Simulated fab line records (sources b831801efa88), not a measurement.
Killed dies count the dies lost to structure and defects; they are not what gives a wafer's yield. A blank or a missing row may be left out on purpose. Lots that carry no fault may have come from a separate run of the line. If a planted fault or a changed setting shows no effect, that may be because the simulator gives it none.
fab line records	flow sky130	part 1 of 2: steps 1 to 26 of 36
[record] lots = 5	wafers = 15	last-day = 50
route steps=708 shown METAL2@491 VIA2@507
lots with no fault: from the same line, run without faults
start-h: hours from the record's opening day to when the first of the lot's shown wafers began	wait-h: hours elapsed since this lot's preceding step	" repeats the value in the row above	L1.1+2: a single row standing in for several wafers	- value missing, or start not given	* or withheld: withheld	< > ~ a bound
route shown NAME@n: a module of which the file shows steps, and the number in the route of the first	usual: mean and standard deviation over wafers with no fault	same: alike in all rows	chamber/n: place in a boat	sites: per-site readings	_std_site: the standard deviation of these	_edge_site: inner sites' mean taken away from outer sites' mean	radius-mm: for every site, how far away it sits from the centre of the wafer	mask NAME#n: copy n	behind: the last tool/chamber to shape the wafer	hold: reason for holding the lot/hours on hold/outcome of the hold	device: the n, p or np transistor that did not switch	end of line: the same wafers' tests at the end of the route	a step given without rows: its recipe and nothing more	killed: dies that structure and defects cost at the first sort, which is not the same as the wafer's yield	map: the dies of a wafer, with x for killed, . for not killed, _ for no die there
set.NAME: the setting that was run; set.NAME@STEP: the one run at that earlier step	model.NAME: the simulator's own value behind a step, which no gauge read
certain route steps with their lots: each step a table, each wafer a row
services: a tool's chamber out of use, with start hour (start-h, from the record's first day; less than 0 if before it), hours out, and reason
[[steps]]
[step SKY_METAL2_HMDS_08]
[recipe] prime-time-s = 60	prime-temp-c = 120
[usual] exhaust-pa = 44.8/0.87
lot.wafer	tool	chamber	start-h	wait-h	exhaust-pa
L081.1	litho-track-04	0	868.59	0.1	44.3
L081.2	"	0	"	"	44.9
L081.3	"	0	"	"	44.8
L084.3	litho-track-04	0	893.84	0.1	45.7
L084.5	"	0	"	"	45.8
L084.6	"	0	"	"	44.5
L087.1	litho-track-04	0	910.54	0.1	46.1
L087.2	"	0	"	"	45.2
L087.5	"	0	"	"	44.5
L089.4	litho-track-02	0	924.27	0.1	43.8
L089.5	"	0	"	"	44.2
L089.6	"	0	"	"	44.2
L096.2	litho-track-04	0	971.07	0.1	45.3
L096.5	"	0	"	"	44.8
L096.6	"	0	"	"	44.6
[step SKY_METAL2_COAT_09]
[recipe] resist = BARC	temp-c = withheld	time-s = withheld	spin-rpm = 3000	resist-thk-nm = 60
[usual] exhaust-pa = 45.1/0.88
lot.wafer	tool	chamber	start-h	wait-h	exhaust-pa
L081.1	litho-track-04	0	868.74	0.1	44.3
L081.2	"	0	"	"	46.0
L081.3	"	0	"	"	45.0
L084.3	litho-track-04	0	893.99	0.1	44.8
L084.5	"	0	"	"	44.5
L084.6	"	0	"	"	43.4
L087.1	litho-track-04	0	910.69	0.1	44.7
L087.2	"	0	"	"	46.3
L087.5	"	0	"	"	45.0
L089.4	litho-track-02	0	924.42	0.1	44.4
L089.5	"	0	"	"	45.0
L089.6	"	0	"	"	43.7
L096.2	litho-track-04	0	971.22	0.1	45.2
L096.5	"	0	"	"	45.5
L096.6	"	0	"	"	44.5
[step SKY_METAL2_COAT_10]
[recipe] resist = KrF-thick	spin-rpm = 3000	resist-thk-nm = 450
[usual] exhaust-pa = 45.2/0.88
lot.wafer	tool	chamber	start-h	wait-h	exhaust-pa
L081.1	litho-track-04	0	-	-	44.9
L081.2	"	0	"	"	45.8
L081.3	"	0	"	"	45.1
L084.3	litho-track-04	0	-	-	45.1
L084.5	"	0	"	"	45.0
L084.6	"	0	"	"	44.4
L087.1	litho-track-04	0	-	-	45.4
L087.2	"	0	"	"	45.9
L087.5	"	0	"	"	46.6
L089.4	litho-track-02	0	-	-	43.8
L089.5	"	0	"	"	44.9
L089.6	"	0	"	"	42.9
L096.2	litho-track-04	0	-	-	46.0
L096.5	"	0	"	"	45.6
L096.6	"	0	"	"	44.5
[step SKY_METAL2_SOFTBAKE_11]
[recipe] temp-c = 98.89	time-s = 90	resist = KrF-thick
[usual] exhaust-pa = 44.9/0.88	plate-temp-C = 98.90/0.14
lot.wafer	tool	chamber	start-h	wait-h	exhaust-pa	plate-temp-C
L081.1	litho-track-04	0	-	-	45.7	98.75
L081.2	"	0	"	"	44.9	98.81
L081.3	"	0	"	"	46.8	98.66
L084.3	litho-track-04	0	-	-	46.4	98.89
L084.5	"	0	"	"	45.0	98.84
L084.6	"	0	"	"	43.6	98.99
L087.1	litho-track-04	0	-	-	44.5	99.05
L087.2	"	0	"	"	46.5	99.18
L087.5	"	0	"	"	46.2	99.04
L089.4	litho-track-02	0	-	-	44.4	98.89
L089.5	"	0	"	"	43.1	98.90
L089.6	"	0	"	"	45.3	99.10
L096.2	litho-track-04	0	-	-	43.7	98.99
L096.5	"	0	"	"	44.5	99.03
L096.6	"	0	"	"	44.0	98.74
[step SKY_METAL2_EXPOSE_12]
[recipe] mask-id = MM2	na = 0.8	source-shape = annular	sigma-inner = 0.55	sigma-outer = 0.85	target-cd-nm = 140	dose-mj = 28
lot.wafer	tool	chamber	start-h	wait-h	mask
L081.1+2+3	krf-scanner-02	0	-	-	MM2#0
L084.3+5+6	krf-scanner-02	0	-	-	MM2#0
L087.1+2+5	krf-scanner-02	0	-	-	MM2#0
L089.4+5+6	krf-scanner-01	0	-	-	MM2#0
L096.2+5+6	krf-scanner-02	0	-	-	MM2#0
[step SKY_METAL2_PEB_13]
[recipe] peb-temp-c = withheld	peb-time-s = withheld	resist = KrF-thick
[usual] exhaust-pa = 45.0/0.89
lot.wafer	tool	chamber	start-h	wait-h	exhaust-pa
L081.1	litho-track-02	0	-	-	44.9
L081.2	"	0	"	"	45.0
L081.3	"	0	"	"	47.3
L084.3	litho-track-01	0	-	-	45.6
L084.5	"	0	"	"	47.4
L084.6	"	0	"	"	45.7
L087.1	litho-track-02	0	-	-	46.0
L087.2	"	0	"	"	44.9
L087.5	"	0	"	"	45.7
L089.4	litho-track-02	0	-	-	44.6
L089.5	"	0	"	"	43.4
L089.6	"	0	"	"	44.2
L096.2	litho-track-02	0	-	-	43.9
L096.5	"	0	"	"	43.8
L096.6	"	0	"	"	44.2
[step SKY_METAL2_DEVELOP_14]
[recipe] develop-time-s = 60	resist = KrF-thick	dev-temp-c = 21
[usual] exhaust-pa = 44.9/0.99
lot.wafer	tool	chamber	start-h	wait-h	exhaust-pa
L081.1	litho-track-02	0	-	-	44.9
L081.2	"	0	"	"	44.8
L081.3	"	0	"	"	44.1
L084.3	litho-track-01	0	-	-	46.3
L084.5	"	0	"	"	44.5
L084.6	"	0	"	"	46.2
L087.1	litho-track-02	0	-	-	43.8
L087.2	"	0	"	"	43.3
L087.5	"	0	"	"	44.6
L089.4	litho-track-02	0	-	-	45.4
L089.5	"	0	"	"	44.6
L089.6	"	0	"	"	43.3
L096.2	litho-track-02	0	-	-	45.4
L096.5	"	0	"	"	47.0
L096.6	"	0	"	"	45.9
[step SKY_METAL2_CD_MEAS_15]
[recipe] target-cd-nm = 140
[usual] cd-nm = 139.8/1.3
lot.wafer	tool	chamber	start-h	wait-h	cd-nm
L081.1	cd-sem-02	-	881.89	-	142.4
L081.2	"	-	"	"	143.7
L081.3	"	-	"	"	141.2
L084.3	cd-sem-02	-	906.54	-	140.7
L084.5	"	-	"	"	139.9
L084.6	"	-	"	"	140.8
L087.1	cd-sem-02	-	923.39	-	140.2
L087.2	"	-	"	"	139.2
L087.5	"	-	"	"	139.2
L089.4	cd-sem-02	-	936.75	-	140.0
L089.5	"	-	"	"	138.7
L089.6	"	-	"	"	141.2
L096.2	cd-sem-01	-	983.76	-	140.1
L096.5	"	-	"	"	140.3
L096.6	"	-	"	"	141.1
[step SKY_METAL2_OVL_MEAS_16]
[usual] METAL2_OVL = 3/5.6
lot.wafer	tool	chamber	start-h	wait-h	METAL2_OVL[nm]
L081.1	overlay-01	-	882.01	0.1	5
L081.2	"	-	"	"	-5
L081.3	"	-	"	"	6
L084.3	overlay-02	-	906.64	0.1	-4
L084.5	"	-	"	"	4
L084.6	"	-	"	"	7
L087.1	overlay-02	-	923.51	0.1	-4
L087.2	"	-	"	"	0
L087.5	"	-	"	"	-5
L089.4	overlay-02	-	936.83	0.1	7
L089.5	"	-	"	"	11
L089.6	"	-	"	"	9
L096.2	overlay-02	-	983.87	0.1	-4
L096.5	"	-	"	"	-6
L096.6	"	-	"	"	-3
[step SKY_METAL2_DESCUM_17]
[recipe] chemistry = O2	source-power-w = 150	bias-power-w = 0	pressure-mtorr = 10	temp-c = 40	time-s = 8
[usual] drypump-motor-current-A = 5.90/0.29	oes-product-au = 0.994/0.0087
lot.wafer	tool	chamber	start-h	wait-h	drypump-motor-current-A	oes-product-au	rf-hours-counter-h
L081.1	rie-metal-04	1	882.05	0.0	6.01	1.003	10
L081.2	"	0	"	"	5.72	0.993	2
L081.3	"	1	"	"	6.03	0.989	-
L084.3	rie-metal-04	1	906.67	0.0	6.03	0.996	-
L084.5	"	0	"	"	5.70	0.993	-
L084.6	"	1	"	"	6.02	0.997	-
L087.1	rie-metal-01	1	923.55	0.0	6.23	0.996	8
L087.2	"	0	"	"	6.36	0.986	1
L087.5	"	0	"	"	6.44	0.985	-
L089.4	rie-metal-03	1	936.86	0.0	5.74	0.987	-
L089.5	"	0	"	"	5.53	1.007	-
L089.6	"	1	"	"	5.70	0.987	-
L096.2	rie-metal-03	0	983.90	0.0	5.54	1.002	10
L096.5	"	1	"	"	5.72	0.986	-
L096.6	"	0	"	"	5.54	1.007	-
[step SKY_METAL2_ETCH_18]
[recipe] chemistry = N2/H2	target = BARC	ion-energy-ev = 200	bias-w = 100	pressure-mtorr = 30	n2-flow-sccm = 100	h2-flow-sccm = 200	icp-w = 500	stop-on = SiO2	time-s = 45.9	target-depth-a = 600
[usual] drypump-motor-current-A = 5.91/0.29	oes-product-au = 0.855/0.0046	throttle-valve-pct = 13.224/0.0098
lot.wafer	tool	chamber	start-h	wait-h	drypump-motor-current-A	oes-product-au	rf-hours-counter-h	throttle-valve-pct
L081.1	rie-metal-04	1	882.08	0.0	6.03	0.857	10	13.225
L081.2	"	0	"	"	5.70	0.870	2	13.229
L081.3	"	1	"	"	6.03	0.849	-	13.222
L084.3	rie-metal-04	1	906.71	0.0	6.06	0.853	-	13.228
L084.5	"	0	"	"	5.73	0.857	-	13.224
L084.6	"	1	"	"	6.02	0.854	-	13.223
L087.1	rie-metal-01	1	923.58	0.0	6.21	0.855	8	13.234
L087.2	"	0	"	"	6.42	0.854	1	13.231
L087.5	"	0	"	"	6.43	0.854	-	13.217
L089.4	rie-metal-03	1	936.90	0.0	5.77	0.843	-	13.241
L089.5	"	0	"	"	5.53	0.850	-	13.223
L089.6	"	1	"	"	5.72	0.849	-	13.225
L096.2	rie-metal-03	0	983.93	0.0	5.54	0.860	10	13.206
L096.5	"	1	"	"	5.75	0.862	-	13.205
L096.6	"	0	"	"	5.53	0.851	-	13.228
[step SKY_METAL2_METAL_ETCH_19]
[recipe] target-depth-a = 3600	stop-on = SiO2	over-etch-frac = 0.3	time-s = 78	chemistry = Cl2/BCl3	resist-sidewall-deg = 88	pressure-mtorr = 10	icp-w = 900	bias-w = 48.5	Cl2_flow_sccm = 60	bcl3-flow-sccm = 30
[usual] drypump-motor-current-A = 5.90/0.29	oes-product-au = 0.852/0.0051	throttle-valve-pct = 22.264/0.0092
lot.wafer	tool	chamber	start-h	wait-h	drypump-motor-current-A	oes-product-au	rf-hours-counter-h	throttle-valve-pct
L081.1	rie-metal-04	1	882.15	0.0	6.03	0.862	10	22.247
L081.2	"	0	"	"	5.71	0.853	2	22.254
L081.3	"	1	"	"	6.01	0.859	-	22.258
L084.3	rie-metal-04	1	906.78	0.1	6.00	0.849	-	22.270
L084.5	"	0	"	"	5.73	0.855	-	22.259
L084.6	"	1	"	"	6.01	0.850	-	22.269
L087.1	rie-metal-01	1	923.65	0.0	6.22	0.849	8	22.268
L087.2	"	0	"	"	6.42	0.849	1	22.253
L087.5	"	0	"	"	6.44	0.849	-	22.280
L089.4	rie-metal-03	1	936.98	0.1	5.73	0.851	-	22.255
L089.5	"	0	"	"	5.51	0.851	-	22.278
L089.6	"	1	"	"	5.71	0.851	-	22.262
L096.2	rie-metal-03	0	984.00	0.0	5.55	0.844	10	22.272
L096.5	"	1	"	"	5.73	0.855	-	22.251
L096.6	"	0	"	"	5.54	0.848	-	22.263
[step SKY_METAL2_STRIP_20]
[recipe] chemistry = O2/N2	power-w = 1400	pressure-mtorr = 1500	platen-temp-c = withheld	o2-flow-sccm = 3000	n2-flow-sccm = 300	overash-fraction = 0.5
[usual] drypump-motor-current-A = 6.1/0.49	oes-product-au = 0.344/0.0051	strip-time-to-endpoint-s = 2.73/0.035
lot.wafer	tool	chamber	start-h	wait-h	drypump-motor-current-A	oes-product-au	rf-hours-counter-h	strip-time-to-endpoint-s
L081.1	plasma-asher-04	1	882.24	0.1	6.8	0.338	14	2.74
L081.2	"	0	"	"	6.3	0.343	14	2.77
L081.3	"	1	"	"	6.8	0.352	-	2.75
L084.3	plasma-asher-04	1	906.88	0.1	6.8	0.339	-	2.74
L084.5	"	0	"	"	6.3	0.351	-	2.76
L084.6	"	1	"	"	6.8	0.346	-	2.75
L087.1	plasma-asher-01	0	923.74	0.1	5.7	0.346	48	2.68
L087.2	"	1	"	"	6.3	0.352	48	2.74
L087.5	"	0	"	"	5.7	0.352	-	2.77
L089.4	plasma-asher-04	1	937.07	0.1	6.8	0.349	-	2.79
L089.5	"	0	"	"	6.3	0.343	-	2.72
L089.6	"	1	"	"	6.8	0.348	-	2.77
L096.2	plasma-asher-03	0	984.09	0.1	5.5	0.344	116	2.68
L096.5	"	1	"	"	5.6	0.351	-	2.72
L096.6	"	0	"	"	5.5	0.344	-	2.68
[step SKY_METAL2_STRIP_21]
[recipe] chemistry = post-etch-residue-remover	time-s = 1200	temp-c = 72.5
lot.wafer	tool	chamber	start-h	wait-h
L081.1+2+3	wet-bench-01	1	882.34	0.1
L084.3+5+6	wet-bench-01	2	906.94	0.0
L087.1+2+5	wet-bench-03	2	923.84	0.1
L089.4+5+6	wet-bench-02	1	937.14	0.0
L096.2+5+6	wet-bench-01	1	984.19	0.1
[step SKY_METAL2_CLEAN_22]
[recipe] chemistry = IPA	time-s = 180	temp-c = 25
lot.wafer	tool	chamber	start-h	wait-h
L081.1+2+3	wet-bench-03	1	882.68	0.0
L084.3+5+6	wet-bench-02	2	907.29	0.0
L087.1+2+5	wet-bench-01	2	924.18	0.0
L089.4+5+6	wet-bench-03	1	937.51	0.0
L096.2+5+6	wet-bench-02	1	984.56	0.0
[step SKY_METAL2_CLEAN_23]
[recipe] chemistry = O3/DIW	dry = n2-spin
lot.wafer	tool	chamber	start-h	wait-h
L081.1+2+3	wet-bench-01	1	882.74	0.0
L084.3+5+6	wet-bench-03	0	907.34	0.0
L087.1+2+5	wet-bench-02	2	924.24	0.0
L089.4+5+6	wet-bench-01	3	937.57	0.0
L096.2+5+6	wet-bench-03	1	984.62	0.0
[step SKY_VIA2_HDPCVD_00]
[recipe] material = SiO2	target-thk-nm = 1180	sigma-open-frac = 0.3	time-s = 196.7	temp-c = 400	sih4-flow-sccm = 60	pressure-mtorr = 6
[usual] sih4-flow-sccm = 60.01/0.2
lot.wafer	tool	chamber	start-h	wait-h	sih4-flow-sccm
L081.1	hdpcvd-01	1	882.83	0.0	59.53
L081.2	"	0	"	"	59.91
L081.3	"	2	"	"	60.03
L084.3	hdpcvd-02	2	907.44	0.0	59.77
L084.5	"	1	"	"	59.77
L084.6	"	2	"	"	59.65
L087.1	hdpcvd-02	1	924.34	0.0	60.49
L087.2	"	0	"	"	59.99
L087.5	"	2	"	"	60.26
L089.4	hdpcvd-01	1	937.72	0.1	60.22
L089.5	"	2	"	"	60.06
L089.6	"	0	"	"	59.97
L096.2	hdpcvd-02	1	984.71	0.0	60.09
L096.5	"	2	"	"	60.02
L096.6	"	1	"	"	59.96
[step SKY_VIA2_THK_MEAS_01]
[recipe] reads = SiO2_of_VIA2_HDPCVD_00
[usual] VIA2_HDPCVD_THK = 1184/12
lot.wafer	tool	chamber	start-h	wait-h	VIA2_HDPCVD_THK[nm]
L081.1	film-metro-03	-	882.95	0.1	1181
L081.2	"	-	"	"	1168
L081.3	"	-	"	"	1169
L084.3	film-metro-04	-	907.59	0.1	1176
L084.5	"	-	"	"	1171
L084.6	"	-	"	"	1189
L087.1	film-metro-04	-	924.46	0.1	1186
L087.2	"	-	"	"	1174
L087.5	"	-	"	"	1194
L089.4	film-metro-04	-	937.81	0.0	1176
L089.5	"	-	"	"	1186
L089.6	"	-	"	"	1199
L096.2	film-metro-01	-	984.84	0.1	1187
L096.5	"	-	"	"	1184
L096.6	"	-	"	"	1188
[step SKY_VIA2_CMP_02]
[recipe] material = SiO2	down-force-psi = 4	platen-rpm = 60	pad-velocity-m-s = 0.94248
[usual] motor-current-A = 11.8/0.9	slurry-filter-dp-kPa = 13.49/0.13
lot.wafer	tool	chamber	start-h	wait-h	motor-current-A	slurry-filter-dp-kPa
L081.2	cmp-01	0	883.06	0.1	12.5	13.54
L081.3	"	1	"	"	10.6	13.57
L081.1	"	2	"	"	12.7	13.56
L084.3	cmp-02	1	907.73	0.1	12.3	13.43
L084.6	"	3	"	"	12.4	13.50
L084.5	"	0	"	"	12.0	13.22
L087.2	cmp-02	2	924.57	0.1	12.0	13.50
L087.1	"	3	"	"	13.3	13.63
L087.5	"	2	"	"	11.3	13.39
L089.4	cmp-02	0	937.89	0.1	12.0	13.60
L089.5	"	3	"	"	12.5	13.24
L089.6	"	0	"	"	12.5	13.61
L096.2	cmp-01	1	985.04	0.2	10.9	13.44
L096.5	"	2	"	"	13.4	13.42
L096.6	"	3	"	"	10.3	13.53
[step SKY_VIA2_BOW_MEAS_03]
[recipe] mode = bow
[usual] VIA2_BOW = 86/7.4
lot.wafer	tool	chamber	start-h	wait-h	VIA2_BOW[um]
L081.1	film-metro-01	-	883.31	0.1	85
L081.2	"	-	"	"	94
L081.3	"	-	"	"	98
L084.3	film-metro-03	-	907.97	0.2	82
L084.5	"	-	"	"	91
L084.6	"	-	"	"	80
L087.1	film-metro-03	-	924.82	0.1	86
L087.2	"	-	"	"	92
L087.5	"	-	"	"	98
L089.4	film-metro-03	-	938.20	0.3	88
L089.5	"	-	"	"	105
L089.6	"	-	"	"	90
L096.2	film-metro-04	-	985.21	0.1	95
L096.5	"	-	"	"	86
L096.6	"	-	"	"	80
[step SKY_VIA2_DEHYDRATE_04]
[recipe] temp-c = 200	time-s = 60
[usual] exhaust-pa = 45.1/0.87	plate-temp-C = 199.97/0.14
lot.wafer	tool	chamber	start-h	wait-h	exhaust-pa	plate-temp-C
L081.1	litho-track-02	0	895.29	12.0	44.4	199.82
L081.2	"	0	"	"	44.9	199.69
L081.3	"	0	"	"	44.3	199.98
L084.3	litho-track-03	0	919.50	11.5	44.1	199.81
L084.5	"	0	"	"	45.3	199.80
L084.6	"	0	"	"	45.2	199.97
L087.1	litho-track-01	0	936.20	11.4	46.3	199.97
L087.2	"	0	"	"	46.3	200.14
L087.5	"	0	"	"	46.8	199.63
L089.4	litho-track-01	0	949.58	11.4	44.7	199.98
L089.5	"	0	"	"	45.5	199.99
L089.6	"	0	"	"	45.2	200.15
L096.2	litho-track-03	0	996.27	11.0	45.9	200.00
L096.5	"	0	"	"	45.1	199.85
L096.6	"	0	"	"	45.7	199.83
[step SKY_VIA2_HMDS_05]
[recipe] prime-time-s = 60	prime-temp-c = 120
[usual] exhaust-pa = 44.9/0.87
lot.wafer	tool	chamber	start-h	wait-h	exhaust-pa
L081.1	litho-track-02	0	895.44	0.1	44.3
L081.2	"	0	"	"	42.3
L081.3	"	0	"	"	44.2
L084.3	litho-track-03	0	919.65	0.1	43.9
L084.5	"	0	"	"	43.8
L084.6	"	0	"	"	45.2
L087.1	litho-track-01	0	936.35	0.1	45.6
L087.2	"	0	"	"	44.0
L087.5	"	0	"	"	44.9
L089.4	litho-track-01	0	949.73	0.1	45.1
L089.5	"	0	"	"	45.9
L089.6	"	0	"	"	46.0
L096.2	litho-track-03	0	996.42	0.1	44.0
L096.5	"	0	"	"	44.7
L096.6	"	0	"	"	44.6
[step SKY_VIA2_COAT_06]
[recipe] resist = BARC	temp-c = withheld	time-s = withheld	spin-rpm = 3000	resist-thk-nm = 60
[usual] exhaust-pa = 45.0/0.8
lot.wafer	tool	chamber	start-h	wait-h	exhaust-pa
L081.1	litho-track-02	0	895.59	0.1	44.9
L081.2	"	0	"	"	45.0
L081.3	"	0	"	"	45.6
L084.3	litho-track-03	0	919.80	0.1	46.5
L084.5	"	0	"	"	45.6
L084.6	"	0	"	"	44.9
L087.1	litho-track-01	0	936.50	0.1	44.7
L087.2	"	0	"	"	44.0
L087.5	"	0	"	"	43.8
L089.4	litho-track-01	0	949.88	0.1	45.4
L089.5	"	0	"	"	43.8
L089.6	"	0	"	"	45.3
L096.2	litho-track-03	0	996.57	0.1	44.2
L096.5	"	0	"	"	44.7
L096.6	"	0	"	"	44.6
[step SKY_VIA2_COAT_07]
[recipe] resist = KrF-thick	spin-rpm = 3000	resist-thk-nm = 450
[usual] exhaust-pa = 44.9/1
lot.wafer	tool	chamber	start-h	wait-h	exhaust-pa
L081.1	litho-track-02	0	-	-	45.1
L081.2	"	0	"	"	47.0
L081.3	"	0	"	"	47.1
L084.3	litho-track-03	0	-	-	43.9
L084.5	"	0	"	"	44.8
L084.6	"	0	"	"	43.9
L087.1	litho-track-01	0	-	-	44.5
L087.2	"	0	"	"	45.0
L087.5	"	0	"	"	43.3
L089.4	litho-track-01	0	-	-	45.6
L089.5	"	0	"	"	45.2
L089.6	"	0	"	"	45.4
L096.2	litho-track-03	0	-	-	44.2
L096.5	"	0	"	"	44.9
L096.6	"	0	"	"	44.5
[step SKY_VIA2_SOFTBAKE_08]
[recipe] temp-c = 100	time-s = 90	resist = KrF-thick
[usual] exhaust-pa = 45.2/0.86	plate-temp-C = 100.00/0.12
lot.wafer	tool	chamber	start-h	wait-h	exhaust-pa	plate-temp-C
L081.1	litho-track-02	0	-	-	45.1	100.08
L081.2	"	0	"	"	43.8	100.18
L081.3	"	0	"	"	42.6	100.11
L084.3	litho-track-03	0	-	-	44.7	100.19
L084.5	"	0	"	"	45.4	100.09
L084.6	"	0	"	"	46.1	100.17
L087.1	litho-track-01	0	-	-	43.8	100.04
L087.2	"	0	"	"	44.5	99.97
L087.5	"	0	"	"	44.0	100.09
L089.4	litho-track-01	0	-	-	46.5	100.14
L089.5	"	0	"	"	44.7	100.07
L089.6	"	0	"	"	44.1	100.17
L096.2	litho-track-03	0	-	-	46.0	99.86
L096.5	"	0	"	"	45.8	99.82
L096.6	"	0	"	"	45.9	99.91
[step SKY_VIA2_EXPOSE_09]
[recipe] mask-id = VIM2	na = 0.8	source-shape = annular	sigma-inner = 0.55	sigma-outer = 0.85	target-cd-nm = 200	dose-mj = 38
lot.wafer	tool	chamber	start-h	wait-h	mask
L081.1+2+3	krf-scanner-02	0	-	-	VIM2#0
L084.3+5+6	krf-scanner-01	0	-	-	VIM2#0
L087.1+2+5	krf-scanner-01	0	-	-	VIM2#0
L089.4+5+6	krf-scanner-02	0	-	-	VIM2#0
L096.2+5+6	krf-scanner-02	0	-	-	VIM2#0
